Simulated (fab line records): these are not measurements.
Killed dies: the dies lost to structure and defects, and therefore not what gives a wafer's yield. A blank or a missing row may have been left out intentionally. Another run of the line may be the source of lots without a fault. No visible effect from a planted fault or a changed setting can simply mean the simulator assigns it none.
8D (eight disciplines) problem report, filled in by code | flow gf180mcu | the parts of the form that need people (team, actions taken, sign-off) are left out

## 1. WHAT WENT WRONG
Wafers without a fault read 449.2 W, standard deviation 1.3; rf_fwd_power_W at GF_PASSIVATION_CVD_02 reads a mean of 522.0 W on 6 wafers belonging to 2 lots. That puts it +56 standard deviations away from the usual mean.
The step: deposits Si3N4, target thk 700 nm, time 486.18 s.
First seen on wafer L868.2, day 32 14:49, on pecvd-04. The record holds 36 wafers of 12 lots with a number at this step. Rule for "out" (also "out of limits"): further than 4 standard deviations from the usual mean. The rest of the wafers with a number are treated as sound.

## 2. WHAT IT IS AND WHAT IT IS NOT
question                    | is                     | is not
which readings at this step | rf_fwd_power_W         | heater_power_w
which lots                  | L868, L872             | L854, L855, L856, L858, L859, L861, L862, L863, L866, L875
which wafers of those lots  | all that have a number | -
read on which tools         | pecvd-04               | pecvd-02, pecvd-03
when                        | from day 32 14:49      | up to then (27 sound wafers); but 3 sound wafers of L875 came after

## 3. SUSPECTS, AND WHAT RULES EACH OUT
Counting: a tool stays on the suspect list if, at a process step up to the reading, it processed all lots that are out and no sound lot following the first of them.
- rie_diel-04 at GF_V5_ETCH_16 (etches BARC in N2/H2): kept. All lots that are out passed through it, beginning with L868 at day 31 18:59, and no sound lot followed; its final sound lot before that point was L863 at day 30 12:14.
- pecvd-04 at GF_PASSIVATION_CVD_02 (deposits Si3N4, target thk 700 nm, time 486.18 s): kept. All lots that are out passed through it, beginning with L868 at day 32 14:49, and no sound lot followed; its final sound lot before that point was L862 at day 31 04:36. Its own rf_fwd_power_W readings are out on those wafers.
Remaining after the count are rie_diel-04 at GF_V5_ETCH_16 and pecvd-04 at GF_PASSIVATION_CVD_02.

## 4. THE CAUSE (what the simulator had put in)
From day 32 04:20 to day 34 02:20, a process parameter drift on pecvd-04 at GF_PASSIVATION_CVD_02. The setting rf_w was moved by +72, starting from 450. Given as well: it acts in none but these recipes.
After counting, 2 suspects remain, this tool included.

## 5. THE CHAIN OF EFFECTS, in route order
Each row: a reading whose mean over the struck wafers that have a number lies more than 3 standard deviations from the usual. Readings are gone through only where the record gives a usual standard deviation; hours: the median, over the lots, of the time from a lot's start at the first step in this table giving one to that lot's start at this step; sigmas: the change measured in usual standard deviations.
hours | step                  | reading        | usual   | on struck wafers | change | sigmas
0     | GF_PASSIVATION_CVD_02 | rf_fwd_power_W | 449.2 W | 522.0            | +72.8  | +56
The process steps in it:
- GF_PASSIVATION_CVD_02: deposits Si3N4, target thk 700 nm, time 486.18 s.

## 6. WHAT WOULD HAVE CAUGHT IT SOONER
In this record the first reading out of limits was taken at day 32 14:49, 10 hours after the fault began at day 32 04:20.
